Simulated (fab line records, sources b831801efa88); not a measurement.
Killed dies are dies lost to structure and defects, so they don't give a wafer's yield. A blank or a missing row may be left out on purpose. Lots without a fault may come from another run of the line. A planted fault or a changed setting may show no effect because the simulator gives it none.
A struck lot beside a sound one | flow gf180mcu | 17 steps out of a route of 602
Sound: wafers L273.2, L273.3, L273.5. Struck: wafers L284.1, L284.3, L284.6. The cause comes at the end.
At each step with rows: each side's tool, then ch and its chambers, then its first start. Under that, the readings that differ: sound wafers | struck wafers | difference of the means | sigmas: that difference in standard deviations of wafers without a fault.
alike: readings whose means differ by less than 2 such deviations, and words and numbers that are the same on both sides. not compared: withheld readings, readings that some wafer has no value for, bounds like >300 that may hide the same value, and numbers for which the record gives no deviation and whose values overlap.
The two part at a step that has a row with sigmas, a row that says differs or no value, or rows on one side only. Numbers that don't overlap but have no deviation are shown without sigmas and don't part them. A reading that every wafer of one side lacks parts them only if that side has two wafers or more.

first, 6 steps without rows for these wafers: GF_V1_ETCH_17 (etches SiO2 in C4F8/O2/Ar, stops on TiN, target depth 630 nm); GF_V1_STRIP_18 (strips in O2/N2); GF_V1_STRIP_19 (strips in post etch residue remover, time 1200 s); GF_V1_CLEAN_20 (cleans in DIW); GF_V1_SPUTTER_21 (material Ti, target thk 15 nm, time 80.02 s); GF_V1_SPUTTER_22 (material TiN, target thk 10 nm, time 40 s).
GF_V1_CVD_23: deposits W, target thk 350 nm, time 105.05 s.
  sound on cvd_w-02 ch 0,1, day 20 07:35; struck on cvd_w-01 ch 0,1, day 23 21:29
  alike: heater_power_w
GF_V1_RS_MEAS_24: measures by four-point-probe.
  sound on film_metro-03, day 20 07:43; struck on film_metro-02, day 23 21:36
  alike: V1_W_RS
GF_V1_THK_MEAS_25: measures by xrf.
  sound on film_metro-03, day 20 07:50; struck on film_metro-02, day 23 21:43
  alike: V1_W_THK
GF_V1_CMP_26: polishes, stops on SiO2, t overpolish 15 s, target thk 0 nm.
  sound on cmp-01 ch 0,3, day 20 07:53; struck on cmp-02 ch 2,3, day 23 21:47
  alike: motor_current_A, overpolish_run_s, time_to_endpoint_s
GF_M2_SPUTTER_00: material Ti, target thk 37.5 nm, time 150 s.
  sound on pvd_sputter-01, day 20 08:11; struck on pvd_sputter-02, day 23 22:05
  alike: cathode_dc_power_W, chamber_pressure_pa, throttle_valve_pct
then, 1 step without rows for these wafers: GF_M2_SPUTTER_01 (material TiN, target thk 30 nm, time 25 s).
GF_M2_SPUTTER_02: material AlCu, target thk 450 nm, time 23.9 s.
  sound on pvd_sputter-01, day 20 08:19; struck on pvd_sputter-02, day 23 22:13
  no value came back on the struck wafers for cathode_dc_power_W (W), chamber_pressure_pa (Pa), throttle_valve_pct (%); on the sound wafers cathode_dc_power_W (W) reads 10602 10600 10603
GF_M2_SPUTTER_03: material Ti, target thk 10 nm, time 6.7 s.
  sound on pvd_sputter-01, day 20 08:20; struck on pvd_sputter-02, day 23 22:14
  reading                | sound                | struck               | difference | sigmas
  cathode_dc_power_W (W) | 3001.2 3000.4 3001.0 | 2999.8 2999.0 3000.3 | -1.2       | -2
  alike: chamber_pressure_pa, throttle_valve_pct
GF_M2_SPUTTER_04: material TiN, target thk 50 nm, time 41.7 s.
  sound on pvd_sputter-01, day 20 08:22; struck on pvd_sputter-02, day 23 22:16
  alike: cathode_dc_power_W, chamber_pressure_pa, throttle_valve_pct
GF_M2_RS_MEAS_05: measures by four-point-probe.
  sound on film_metro-04, day 20 08:25; struck on film_metro-01, day 23 22:35
  reading             | sound                | struck               | difference | sigmas
  M2_ALCU_RS (ohm/sq) | 0.0688 0.0702 0.0691 | 7.1942 7.1794 7.1914 | +7.1190    | +99 or more
  not compared: hold
GF_PASSIVATION_PROBE_99:
  the record has rows for the sound wafers here (prober-01, day 30 19:58) and none for the struck ones

WHERE THEY PART
First at GF_M2_SPUTTER_02; last, within this record, at GF_PASSIVATION_PROBE_99.

WHY: what the simulator had put in
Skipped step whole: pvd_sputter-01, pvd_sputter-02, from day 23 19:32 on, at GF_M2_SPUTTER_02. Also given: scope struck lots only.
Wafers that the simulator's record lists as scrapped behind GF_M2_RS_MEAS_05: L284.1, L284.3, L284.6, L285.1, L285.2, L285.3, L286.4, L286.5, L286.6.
